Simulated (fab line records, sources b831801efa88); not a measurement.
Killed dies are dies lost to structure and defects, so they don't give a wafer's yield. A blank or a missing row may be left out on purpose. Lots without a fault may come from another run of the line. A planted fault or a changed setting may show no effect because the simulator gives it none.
Chamber matching | flow gf180mcu | GF_V5_ETCH_16 on rie_diel-04: 3 sister chambers
The step etches BARC in N2/H2. 14 wafers are shown with their chamber, then 7 later ones without.

WAFERS WITH THEIR CHAMBER
wafer  | chamber | drypump_motor_current_A (A) | oes_product_au (a.u.) | throttle_valve_pct (%)
L597.2 | 3       | 5.2                         | 0.847                 | 13.235
L597.3 | 2       | 5.0                         | 0.854                 | 13.222
L597.4 | 0       | 6.1                         | 0.851                 | 13.198
L598.2 | 3       | 5.2                         | 0.850                 | 13.234
L598.3 | 2       | 5.0                         | 0.851                 | 13.221
L598.6 | 3       | 5.2                         | 0.851                 | 13.221
L601.4 | 2       | 5.0                         | 0.851                 | 13.221
L601.5 | 3       | 5.2                         | 0.857                 | 13.231
L601.6 | 0       | 6.1                         | 0.855                 | 13.227
L603.3 | 2       | 5.1                         | 0.852                 | 13.229
L603.4 | 3       | 5.2                         | 0.850                 | 13.218
L603.6 | 3       | 5.2                         | 0.849                 | 13.208
L606.3 | 0       | 6.1                         | 0.856                 | 13.230
L606.4 | 3       | 5.3                         | 0.857                 | 13.214

SIGNATURES (means of the wafers above)
reading                 | chamber 0 | chamber 2 | chamber 3 | scatter within a chamber
drypump_motor_current_A | 6.100     | 5.025     | 5.214     | 0.0382
oes_product_au          | 0.85400   | 0.85200   | 0.85157   | 0.00319
throttle_valve_pct      | 13.21833  | 13.22325  | 13.22300  | 0.011
Rule: a wafer's distance from a chamber is the root of the sum, over the readings, of the square of ((its reading less the chamber's mean) divided by the reading's scatter). The wafer belongs to the nearest chamber; if the next one is less than 2 further off, it can't be placed. The scatter: the root of (the sum of the squares of (reading less its chamber's mean) over the shown wafers, divided by (wafers less chambers)).

WAFERS WITHOUT THEIR CHAMBER
wafer  | drypump_motor_current_A (A) | oes_product_au (a.u.) | throttle_valve_pct (%)
L606.5 | 6.1                         | 0.852                 | 13.217
L608.1 | 5.0                         | 0.854                 | 13.215
L608.5 | 5.2                         | 0.855                 | 13.206
L608.6 | 5.0                         | 0.855                 | 13.214
L619.1 | 5.2                         | 0.848                 | 13.226
L619.3 | 5.1                         | 0.860                 | 13.226
L619.6 | 6.1                         | 0.857                 | 13.220

WHICH CHAMBER EACH WENT THROUGH
wafer  | from the rows above     | in truth
L606.5 | 0                       | 0
L608.1 | 2                       | 2
L608.5 | 3                       | 3
L608.6 | 2                       | 2
L619.1 | 3                       | 3
L619.3 | can't be placed: 2 or 3 | 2
L619.6 | 0                       | 0
Placed correctly: 6 of 7. Can't be placed from these rows: 1 (the true chamber is among the candidates in 1). Placed wrongly: 0.
